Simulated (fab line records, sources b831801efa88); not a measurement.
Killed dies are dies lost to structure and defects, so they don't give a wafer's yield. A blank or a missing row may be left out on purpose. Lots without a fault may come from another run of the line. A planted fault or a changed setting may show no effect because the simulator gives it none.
fab line records | flow gf180mcu | part 2 of 2: steps 26 to 34 of 34
record lots=5 wafers=15 last_day=33
route steps=602 shown V5@557 TOP_METAL@567 PASSIVATION@587
lots that met no fault: from a run of the same line without faults
start_h: hours from the record's first day to the start of the lot's first wafer shown | wait_h: hours since the lot's step before | " the same as in the row above | L1.1+2: a row that stands for several wafers | - no value, or no start given | * or withheld: withheld | < > ~ a bound
route shown NAME@n: a module of which the file shows steps, and the number in the route of the first | usual: mean/standard deviation of fault-free wafers | same: alike in all rows | chamber/n: place in a boat | sites: the reading at each site | _std_site: their standard deviation | _edge_site: outer sites' mean less inner sites' | radius_mm: how far each site lies from the wafer's centre | mask NAME#n: copy n | behind: the tool/chamber that last shaped the wafer | hold: why the lot was held/for how many hours/how that ended | device: the transistor (n, p or np) that didn't switch | end of line: the same wafers' tests at the end of the route | a step without rows: its recipe alone | killed: dies lost to structure and defects at the first sort, not the wafer's yield | map: a wafer's dies, x killed, . not, _ none there
set.NAME: the setting as run; set.NAME@STEP: as run at that earlier step | model.NAME: the simulator's own value behind a step, which no gauge read
lots at some steps of the route; a table a step, a row a wafer
services: from which hour (start_h, from the record's first day; less than 0 if before it) a tool's chamber was out of use, for how many hours, and why
## steps
# step GF_TOP_METAL_OVL_MEAS_15
# usual TOP_METAL_OVL=-0.2/1.4
# columns lot.wafer tool chamber start_h wait_h TOP_METAL_OVL[nm]
L076.3 overlay-02 - 666.89 0.1 0.7
L076.4 " - " " -0.7
L076.6 " - " " 0.7
L083.1 overlay-01 - 720.13 0.1 -1.3
L083.2 " - " " -0.2
L083.5 " - " " -1.5
L085.1 overlay-02 - 731.28 0.1 -0.1
L085.2 " - " " 2.2
L085.3 " - " " -0.2
L087.3 overlay-01 - 742.73 0.1 0.5
L087.4 " - " " 0.0
L087.5 " - " " -1.5
L093.2 overlay-02 - 781.77 0.1 1.4
L093.4 " - " " 0.8
L093.6 " - " " -1.3
# step GF_TOP_METAL_METAL_ETCH_16
# recipe chemistry=Cl2/BCl3 mask_material=NOVOLAK target_depth_nm=1197 stop_on=SiO2 pressure_mtorr=8 icp_w=778 bias_w=140 Cl2_flow_sccm=80 bcl3_flow_sccm=40 time_s=199.5
# usual drypump_motor_current_A=5.7/0.54 oes_product_au=0.975/0.0098 throttle_valve_pct=28.246/0.013
# columns lot.wafer tool chamber start_h wait_h drypump_motor_current_A oes_product_au rf_hours_counter_h throttle_valve_pct
L076.3 rie_metal-02 1 666.98 0.1 5.1 0.978 - 28.238
L076.4 " 0 " " 5.7 0.986 - 28.248
L076.6 " 0 " " 5.7 0.992 - 28.255
L083.1 rie_metal-01 0 720.17 0.0 6.5 0.979 16 28.247
L083.2 " 1 " " 5.6 0.973 1 28.234
L083.5 " 0 " " 6.6 0.976 - 28.240
L085.1 rie_metal-04 0 731.32 0.0 5.1 0.976 13 28.235
L085.2 " 1 " " 5.6 0.978 8 28.231
L085.3 " 1 " " 5.6 0.974 - 28.231
L087.3 rie_metal-02 0 742.82 0.1 5.7 0.979 - 28.233
L087.4 " 1 " " 5.1 0.967 - 28.248
L087.5 " 1 " " 5.1 0.973 - 28.254
L093.2 rie_metal-01 0 781.87 0.1 6.6 0.955 - 28.261
L093.4 " 0 " " 6.6 0.953 - 28.285
L093.6 " 0 " " 6.5 0.959 - 28.263
# step GF_TOP_METAL_STRIP_17
# recipe chemistry=O2/N2 power_w=1400 pressure_mtorr=1500 platen_temp_c=250 o2_flow_sccm=3000 n2_flow_sccm=300 overash_fraction=0.5
# usual drypump_motor_current_A=5.8/0.36 heater_power_w=319/36 oes_product_au=0.710/0.0046 strip_time_to_endpoint_s=13.13/0.096
# columns lot.wafer tool chamber start_h wait_h drypump_motor_current_A heater_power_w oes_product_au rf_hours_counter_h strip_time_to_endpoint_s
L076.3 plasma_asher-04 1 667.14 0.1 5.4 305 0.709 - 13.19
L076.4 " 0 " " 6.4 310 0.717 - 13.09
L076.6 " 1 " " 5.4 317 0.718 - 13.06
L083.1 plasma_asher-04 1 720.36 0.1 5.4 320 0.706 59 13.10
L083.2 " 0 " " 6.4 314 0.710 59 13.07
L083.5 " 1 " " 5.4 323 0.716 - 13.12
L085.1 plasma_asher-03 1 731.51 0.1 5.5 278 0.711 33 13.12
L085.2 " 0 " " 5.5 381 0.709 33 13.17
L085.3 " 0 " " 5.5 378 0.721 - 13.13
L087.3 plasma_asher-03 0 742.98 0.1 5.5 373 0.710 - 13.05
L087.4 " 1 " " 5.4 278 0.705 - 13.23
L087.5 " 0 " " 5.5 385 0.710 - 13.17
L093.2 plasma_asher-02 1 782.18 0.3 6.0 342 0.702 6 13.27
L093.4 " 1 " " 6.0 356 0.711 - 13.24
L093.6 " 1 " " 6.0 335 0.709 - 13.27
# step GF_TOP_METAL_STRIP_18
# recipe chemistry=post_etch_residue_remover time_s=1200 temp_c=72.5
# usual bath_guard_temp_C=72.8/0.57
# columns lot.wafer tool chamber start_h wait_h bath_guard_temp_C
L076.3 wet_bench-04 1 667.21 0.0 72.9
L076.4 " 1 " " 73.6
L076.6 " 1 " " 73.4
L083.1 wet_bench-04 2 720.46 0.1 73.4
L083.2 " 2 " " 74.0
L083.5 " 2 " " 73.7
L085.1 wet_bench-01 2 731.61 0.1 72.3
L085.2 " 2 " " 72.5
L085.3 " 2 " " 72.5
L087.3 wet_bench-04 2 743.04 0.0 73.7
L087.4 " 2 " " 73.5
L087.5 " 2 " " 73.8
L093.2 wet_bench-02 1 782.28 0.1 72.5
L093.4 " 1 " " 72.7
L093.6 " 1 " " 72.5
# step GF_TOP_METAL_CLEAN_19
# recipe chemistry=DIW dry=n2_spin
# columns lot.wafer tool chamber start_h wait_h
L076.3+4+6 wet_bench-01 3 667.55 0.0
L083.1+2+5 wet_bench-01 3 720.80 0.0
L085.1+2+3 wet_bench-04 1 732.01 0.0
L087.3+4+5 wet_bench-01 3 743.39 0.0
L093.2+4+6 wet_bench-01 0 782.63 0.0
# step GF_PASSIVATION_CVD_00
# recipe material=SiO2 target_thk_nm=1000 precursor=TEOS temp_c=400 time_s=111.95 rf_w=600
# usual heater_power_w=658/78
# columns lot.wafer tool chamber start_h wait_h heater_power_w
L076.3 pecvd-04 2 667.64 0.0 755
L076.4 " 1 " " 728
L076.6 " 2 " " 607
L083.1 pecvd-04 2 720.89 0.0 755
L083.2 " 0 " " 635
L083.5 " 0 " " 504
L085.1 pecvd-01 1 732.11 0.0 704
L085.2 " 0 " " 611
L085.3 " 2 " " 677
L087.3 pecvd-03 2 743.57 0.0 578
L087.4 " 2 " " 629
L087.5 " 0 " " 792
L093.2 pecvd-04 0 782.72 0.0 594
L093.4 " 1 " " 728
L093.6 " 0 " " 622
# step GF_PASSIVATION_THK_MEAS_01
# recipe reads=SiO2_of_PASSIVATION_CVD_00
# usual PASSIVATION_CVD_00_THK=1002/14
# columns lot.wafer tool chamber start_h wait_h PASSIVATION_CVD_00_THK[nm]
L076.3 film_metro-04 - 667.74 0.1 984
L076.4 " - " " 1012
L076.6 " - " " 997
L083.1 film_metro-02 - 720.97 0.0 990
L083.2 " - " " 1004
L083.5 " - " " 1017
L085.1 film_metro-03 - 732.18 0.0 1001
L085.2 " - " " 986
L085.3 " - " " 1005
L087.3 film_metro-03 - 743.67 0.1 980
L087.4 " - " " 998
L087.5 " - " " 1005
L093.2 film_metro-03 - 782.81 0.0 1009
L093.4 " - " " 1019
L093.6 " - " " 1030
# step GF_PASSIVATION_CVD_02
# recipe material=Si3N4 target_thk_nm=700 time_s=486.18 temp_c=400 rf_w=450
# usual heater_power_w=734/76
# columns lot.wafer tool chamber start_h wait_h heater_power_w
L076.3 pecvd-03 2 667.78 0.0 690
L076.4 " 2 " " 691
L076.6 " 0 " " 837
L083.1 pecvd-01 0 721.03 0.1 673
L083.2 " 2 " " 632
L083.5 " 2 " " 693
L085.1 pecvd-03 2 732.24 0.1 660
L085.2 " 0 " " 843
L085.3 " 1 " " 851
L087.3 pecvd-04 2 743.71 0.0 766
L087.4 " 0 " " 684
L087.5 " 1 " " 632
L093.2 pecvd-01 2 782.86 0.0 719
L093.4 " 2 " " 758
L093.6 " 2 " " 796
# step GF_PASSIVATION_THK_MEAS_03
# recipe reads=Si3N4_of_PASSIVATION_CVD_02
# usual PASSIVATION_CVD_02_THK=700/10
# columns lot.wafer tool chamber start_h wait_h PASSIVATION_CVD_02_THK[nm]
L076.3 film_metro-03 - 668.09 0.2 702
L076.4 " - " " 709
L076.6 " - " " 703
L083.1 film_metro-02 - 721.32 0.1 689
L083.2 " - " " 685
L083.5 " - " " 691
L085.1 film_metro-04 - 732.53 0.1 687
L085.2 " - " " 690
L085.3 " - " " 686
L087.3 film_metro-02 - 744.01 0.2 687
L087.4 " - " " 696
L087.5 " - " " 696
L093.2 film_metro-04 - 783.30 0.3 701
L093.4 " - " " 712
L093.6 " - " " 707
## services
# columns tool chamber start_h hours kind
rie_diel-02 - 638.17 0.7 repair
pvd_sputter-02 - 639.70 2.3 repair
rie_diel-02 - 646.17 2.8 pm
cmp-02 - 648.34 1.4 repair
pecvd-01 - 648.55 6.0 pm
plasma_asher-02 - 648.60 14.6 pm
pvd_sputter-01 - 653.47 1.0 repair
pvd_sputter-02 - 659.15 10.5 repair
wet_bench-04 - 679.75 5.1 repair
plasma_asher-02 - 693.00 1.4 repair
pvd_sputter-03 - 699.58 7.9 repair
cmp-02 - 708.28 0.5 repair
pecvd-03 1 710.90 4.6 repair
pvd_sputter-01 - 727.95 6.9 repair
cvd_w-02 - 731.38 2.8 pm
plasma_asher-02 - 733.75 9.0 pm
wet_bench-01 - 734.43 1.7 repair
cmp-02 - 744.23 4.0 pm
rie_diel-02 3 753.07 7.3 repair
pecvd-01 0 761.57 3.8 repair
pvd_sputter-01 - 762.72 3.3 repair
pecvd-03 1 772.82 2.0 repair
pecvd-04 - 779.70 2.8 pm
pvd_sputter-01 - 782.71 7.1 repair
